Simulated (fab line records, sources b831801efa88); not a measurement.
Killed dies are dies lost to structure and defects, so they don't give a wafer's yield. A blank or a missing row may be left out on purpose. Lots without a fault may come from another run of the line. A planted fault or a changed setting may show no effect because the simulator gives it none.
Which tool did it? | flow sfq_line | 15 lots, 45 wafers sampled, at 6 steps of a route of 325

WHAT THE GAUGES READ, wafer by wafer
SFQ_M8_RS_MEAS_949: measures by four-point-probe. Usual: M8_AU_RS 0.1535 ohm/sq, standard deviation 0.0016.
lot  | measured     | on            | M8_AU_RS (ohm/sq)    | flag
L410 | day 80 11:55 | film_metro-03 | 0.1542 0.1529 0.1558 |
L411 | day 80 17:54 | film_metro-04 | 0.1545 0.1521 0.1528 |
L412 | day 80 22:44 | film_metro-02 | 0.1515 0.1540 0.1545 |
L413 | day 81 18:15 | film_metro-02 | 0.1545 0.1557 0.1555 |
L414 | day 81 23:37 | film_metro-02 | 0.1531 0.1508 0.1531 |
L415 | day 82 04:21 | film_metro-03 | 0.1527 0.1538 0.1520 |
L416 | day 82 06:47 | film_metro-04 | 0.1536 0.1517 0.1548 |
L418 | day 85 06:26 | film_metro-04 | 0.1512 0.1495 0.1505 |
L419 | day 85 15:22 | film_metro-04 | 0.1556 0.1562 0.1554 |
L420 | day 86 13:50 | film_metro-02 | 0.1539 0.1515 0.1526 |
L422 | day 86 16:17 | film_metro-04 | 0.1554 0.1507 0.1514 |
L429 | day 92 04:44 | film_metro-04 | 0.1520 0.1540 0.1557 |
L430 | day 92 08:18 | film_metro-04 | 0.1544 0.1548 0.1550 |
L431 | day 92 12:31 | film_metro-04 | 0.1519 0.1561 0.1546 |
L432 | day 92 20:18 | film_metro-04 | 0.1523 0.1524 0.1523 |

WHICH TOOL RAN EACH LOT (tool, then ch and the chambers of the sampled wafers, then the start)
lot  | SFQ_TRILAYER_I0_CMP_CMP_028   | SFQ_TRILAYER_I0_METRO_MEASURE_029 | SFQ_TRILAYER_I0_VIA_ETCH_VIA_ETCH_034 | SFQ_TRILAYER_I6_VIA_STRIP_STRIP_173 | SFQ_TRILAYER_I7_VIA_BARC_OPEN_VIA_ETCH_260
L410 | cmp-01 ch 1,2, day 6 18:36    | film_metro-03, day 6 21:25        | rie_diel-02 ch 1,2,3, day 10 00:55    | rie_metal-04 ch 0,1, day 75 21:46   | rie_diel-01 ch 2,3, day 80 07:24
L411 | cmp-02 ch 0,1,3, day 6 21:59  | film_metro-02, day 7 01:07        | rie_diel-03 ch 1,3, day 10 04:31      | rie_metal-03 ch 0,1, day 76 02:46   | rie_diel-03 ch 0,2,3, day 80 13:24
L412 | cmp-02 ch 0,1,2, day 7 04:29  | film_metro-02, day 7 07:31        | rie_diel-01 ch 2,3, day 10 08:07      | rie_metal-03 ch 0,1, day 76 08:44   | rie_diel-01 ch 1,2,3, day 80 18:12
L413 | cmp-02 ch 2,3, day 7 06:59    | film_metro-02, day 7 10:43        | rie_diel-01 ch 0,3, day 10 11:43      | rie_metal-02 ch 0,1, day 76 11:25   | rie_diel-02 ch 0,2,3, day 81 11:08
L414 | cmp-01 ch 0,1, day 7 11:10    | film_metro-04, day 7 14:53        | rie_diel-03 ch 1,2, day 10 18:10      | rie_metal-03 ch 0,1, day 76 16:13   | rie_diel-03 ch 0,1,2, day 81 18:28
L415 | cmp-01 ch 0,2,3, day 7 17:10  | film_metro-04, day 7 20:17        | rie_diel-02 ch 1,2,3, day 11 01:22    | rie_metal-02 ch 0,1, day 76 18:25   | rie_diel-02 ch 0,2,3, day 81 23:15
L416 | cmp-02 ch 1,2,3, day 7 23:28  | film_metro-04, day 8 01:47        | rie_diel-01 ch 1,2, day 11 06:10      | rie_metal-04 ch 0,1, day 76 19:37   | rie_diel-03 ch 1,3, day 82 01:39
L418 | cmp-01 ch 1,2, day 8 17:10    | film_metro-02, day 8 20:29        | rie_diel-02 ch 0,1,2, day 11 20:34    | rie_metal-03 ch 0,1, day 80 19:34   | rie_diel-01 ch 0,1,2, day 85 01:47
L419 | cmp-01 ch 0,2,3, day 8 20:10  | film_metro-03, day 8 23:17        | rie_diel-01 ch 0,2, day 12 00:10      | rie_metal-02 ch 0,1, day 80 23:10   | rie_diel-03 ch 0,2,3, day 85 10:52
L420 | cmp-01 ch 0,2,3, day 8 23:10  | film_metro-02, day 9 02:17        | rie_diel-03 ch 0,2,3, day 12 05:43    | rie_metal-02 ch 0,1, day 81 03:58   | rie_diel-02 ch 1,2,3, day 86 03:28
L422 | cmp-01 ch 2,3, day 9 08:10    | film_metro-03, day 9 11:41        | rie_diel-02 ch 2,3, day 12 16:31      | rie_metal-02 ch 0,1, day 81 17:37   | rie_diel-01 ch 0,3, day 86 05:52
L429 | cmp-02 ch 1,2,3, day 10 22:19 | film_metro-02, day 11 01:26       | rie_diel-02 ch 0,3, day 14 16:31      | rie_metal-04 ch 0,1, day 85 07:25   | rie_diel-01 ch 1,2,3, day 91 23:35
L430 | cmp-02 ch 1,2,3, day 11 07:19 | film_metro-04, day 11 10:38       | rie_diel-01 ch 0,2, day 15 02:07      | rie_metal-04 ch 0,1, day 85 17:01   | rie_diel-03 ch 0,2,3, day 92 03:11
L431 | cmp-02 ch 0,2, day 11 13:49   | film_metro-04, day 11 16:50       | rie_diel-01 ch 1,3, day 15 10:37      | rie_metal-02 ch 0,1, day 85 20:49   | rie_diel-01 ch 1,2,3, day 92 07:59
L432 | cmp-01 ch 1,2, day 11 20:10   | film_metro-02, day 11 23:29       | rie_diel-01 ch 1,2, day 15 18:49      | rie_metal-04 ch 0,1, day 86 06:26   | rie_diel-03 ch 0,2, day 92 15:11
- SFQ_TRILAYER_I0_CMP_CMP_028: polishes SiO2.
- SFQ_TRILAYER_I0_METRO_MEASURE_029
- SFQ_TRILAYER_I0_VIA_ETCH_VIA_ETCH_034: etches SiO2 in CHF3, stops on Nb, target depth 260 nm.
- SFQ_TRILAYER_I6_VIA_STRIP_STRIP_173: strips in O2.
- SFQ_TRILAYER_I7_VIA_BARC_OPEN_VIA_ETCH_260: etches BARC in O2, target depth 125 nm, time 41.7 s.

WHAT THE TOOLS THEMSELVES READ (means of the sampled wafers that have a number; where no wafer has one, the mark that the record gives instead)
SFQ_TRILAYER_I0_CMP_CMP_028. Usual: motor_current_A 10.1 A, standard deviation 1; platen_rpm 60.00 rpm, standard deviation 0.035; slurry_flow_ml_min 150.0, standard deviation 0.44; time_to_endpoint_s 216 s, standard deviation 7.3.
lot  | tool   | motor_current_A (A) | platen_rpm (rpm) | slurry_flow_ml_min | time_to_endpoint_s (s) | flag
L410 | cmp-01 | 10.3                | 59.99            | 150.1              | 217                    |
L411 | cmp-02 | 10.4                | 60.02            | 150.0              | 218                    |
L412 | cmp-02 | 9.6                 | 60.02            | 149.7              | 216                    |
L413 | cmp-02 | 9.2                 | 60.01            | 149.4              | 215                    |
L414 | cmp-01 | 10.2                | 60.02            | 149.6              | 223                    |
L415 | cmp-01 | 10.1                | 60.01            | 150.0              | 215                    |
L416 | cmp-02 | 9.6                 | 59.99            | 150.1              | 200                    |
L418 | cmp-01 | 10.4                | 60.00            | 150.1              | 225                    |
L419 | cmp-01 | 9.6                 | 59.98            | 150.2              | 227                    |
L420 | cmp-01 | 9.9                 | 59.99            | 150.2              | 230                    |
L422 | cmp-01 | 10.3                | 60.00            | 150.4              | 225                    |
L429 | cmp-02 | 9.6                 | 59.99            | 150.1              | 210                    |
L430 | cmp-02 | 9.7                 | 60.02            | 150.0              | 210                    |
L431 | cmp-02 | 9.8                 | 59.98            | 150.4              | 215                    |
L432 | cmp-01 | 10.5                | 60.02            | 149.9              | 220                    |

SFQ_TRILAYER_I0_METRO_MEASURE_029. Usual: thk_nm 200.0 nm, standard deviation 0.99.
lot  | tool          | thk_nm (nm) | flag
L410 | film_metro-03 | 199.4       |
L411 | film_metro-02 | 200.1       |
L412 | film_metro-02 | 200.2       |
L413 | film_metro-02 | 200.6       |
L414 | film_metro-04 | 201.0       |
L415 | film_metro-04 | 200.1       |
L416 | film_metro-04 | 199.1       |
L418 | film_metro-02 | 200.3       |
L419 | film_metro-03 | 185.6       | OFF
L420 | film_metro-02 | 185.1       | OFF
L422 | film_metro-03 | 185.8       | OFF
L429 | film_metro-02 | 199.6       |
L430 | film_metro-04 | 199.2       |
L431 | film_metro-04 | 200.7       |
L432 | film_metro-02 | 199.8       |

SFQ_TRILAYER_I0_VIA_ETCH_VIA_ETCH_034. Usual: chamber_pressure_mTorr 30.00 mTorr, standard deviation 0.03; drypump_motor_current_A 5.9 A, standard deviation 0.43; oes_product_au 0.855 a.u., standard deviation 0.0051.
lot  | tool        | chamber_pressure_mTorr (mTorr) | drypump_motor_current_A (A) | oes_product_au (a.u.) | flag
L410 | rie_diel-02 | 29.97                          | 5.8                         | 0.854                 |
L411 | rie_diel-03 | 29.98                          | 6.2                         | 0.852                 |
L412 | rie_diel-01 | 30.02                          | 6.2                         | 0.856                 |
L413 | rie_diel-01 | 30.03                          | 6.3                         | 0.858                 |
L414 | rie_diel-03 | 30.00                          | 6.1                         | 0.856                 |
L415 | rie_diel-02 | 30.01                          | 5.8                         | 0.859                 |
L416 | rie_diel-01 | 30.01                          | 5.7                         | 0.852                 |
L418 | rie_diel-02 | 29.99                          | 5.8                         | 0.854                 |
L419 | rie_diel-01 | 30.02                          | 5.8                         | 0.826                 | OFF
L420 | rie_diel-03 | 30.01                          | 5.6                         | 0.818                 | OFF
L422 | rie_diel-02 | 30.01                          | 5.9                         | 0.822                 | OFF
L429 | rie_diel-02 | 29.98                          | 5.6                         | 0.852                 |
L430 | rie_diel-01 | 30.02                          | 5.7                         | 0.854                 |
L431 | rie_diel-01 | 30.02                          | 6.3                         | 0.859                 |
L432 | rie_diel-01 | 29.97                          | 5.6                         | 0.853                 |

SFQ_TRILAYER_I6_VIA_STRIP_STRIP_173. Usual: chamber_pressure_mTorr 50.00 mTorr, standard deviation 0.052; drypump_motor_current_A 5.9 A, standard deviation 0.31; he_backside_leak_sccm 3.5 sccm, standard deviation 0.32; oes_product_au 0.997 a.u., standard deviation 0.011.
lot  | tool         | chamber_pressure_mTorr (mTorr) | drypump_motor_current_A (A) | he_backside_leak_sccm (sccm) | oes_product_au (a.u.) | flag
L410 | rie_metal-04 | 50.05                          | 5.9                         | 3.4                          | 0.992                 |
L411 | rie_metal-03 | 50.00                          | 5.8                         | 3.7                          | 1.000                 |
L412 | rie_metal-03 | 49.99                          | 5.8                         | 3.8                          | 0.993                 |
L413 | rie_metal-02 | 49.96                          | 5.8                         | 3.4                          | 0.994                 |
L414 | rie_metal-03 | 50.01                          | 5.8                         | 3.8                          | 1.003                 |
L415 | rie_metal-02 | 50.02                          | 6.0                         | 3.4                          | 0.995                 |
L416 | rie_metal-04 | 50.01                          | 6.1                         | 3.3                          | 0.995                 |
L418 | rie_metal-03 | 49.99                          | 5.8                         | 3.6                          | 0.997                 |
L419 | rie_metal-02 | 50.03                          | 5.8                         | 3.5                          | 0.988                 |
L420 | rie_metal-02 | 49.97                          | 5.7                         | 3.5                          | 0.980                 |
L422 | rie_metal-02 | 50.03                          | 6.0                         | 3.4                          | 1.000                 |
L429 | rie_metal-04 | 50.05                          | 5.9                         | 3.4                          | 0.990                 |
L430 | rie_metal-04 | 49.97                          | 5.9                         | 3.3                          | 0.999                 |
L431 | rie_metal-02 | 50.01                          | 6.0                         | 3.6                          | 0.988                 |
L432 | rie_metal-04 | 49.98                          | 6.1                         | 3.4                          | 1.011                 |

SFQ_TRILAYER_I7_VIA_BARC_OPEN_VIA_ETCH_260. Usual: chamber_pressure_mTorr 30.002 mTorr, standard deviation 0.027; drypump_motor_current_A 5.8 A, standard deviation 0.43; oes_product_au 0.685 a.u., standard deviation 0.005.
lot  | tool        | chamber_pressure_mTorr (mTorr) | drypump_motor_current_A (A) | oes_product_au (a.u.) | flag
L410 | rie_diel-01 | 30.005                         | 6.1                         | 0.687                 |
L411 | rie_diel-03 | 30.001                         | 5.6                         | 0.682                 |
L412 | rie_diel-01 | 29.991                         | 6.0                         | 0.684                 |
L413 | rie_diel-02 | 29.960                         | 5.8                         | 0.684                 |
L414 | rie_diel-03 | 29.997                         | 5.9                         | 0.688                 |
L415 | rie_diel-02 | 29.997                         | 5.8                         | 0.685                 |
L416 | rie_diel-03 | 30.005                         | 6.2                         | 0.689                 |
L418 | rie_diel-01 | 29.995                         | 5.6                         | 0.689                 |
L419 | rie_diel-03 | 29.998                         | 5.6                         | 0.690                 |
L420 | rie_diel-02 | 29.980                         | 5.7                         | 0.688                 |
L422 | rie_diel-01 | 30.022                         | 6.0                         | 0.686                 |
L429 | rie_diel-01 | 29.985                         | 6.0                         | 0.688                 |
L430 | rie_diel-03 | 29.999                         | 5.6                         | 0.689                 |
L431 | rie_diel-01 | 30.018                         | 6.0                         | 0.689                 |
L432 | rie_diel-03 | 30.019                         | 5.7                         | 0.683                 |

THE ANSWER, worked out from the rows above alone
Rule: a lot is off if the mean of its wafers that have a number lies more than 3 standard deviations from the usual mean. A lot without any number at a reading at which 4 lots or more have one is off too. The other lots that the step has rows for count as sound. The gauges are gone through in route order, then the tools' own readings, and for those a lot's mean is taken as printed above. The first step at which some lot is off is used, and at that step the reading that is off furthest; a lot without a number counts as furthest.
Off: L419, L420, L422, at SFQ_TRILAYER_I0_METRO_MEASURE_029 (thk_nm).
A tool fits if, at that step or a process step before it, it ran every lot that is off, and no sound lot after the first of them. None of those tried fits.

WHAT THE SIMULATOR HAD PUT IN
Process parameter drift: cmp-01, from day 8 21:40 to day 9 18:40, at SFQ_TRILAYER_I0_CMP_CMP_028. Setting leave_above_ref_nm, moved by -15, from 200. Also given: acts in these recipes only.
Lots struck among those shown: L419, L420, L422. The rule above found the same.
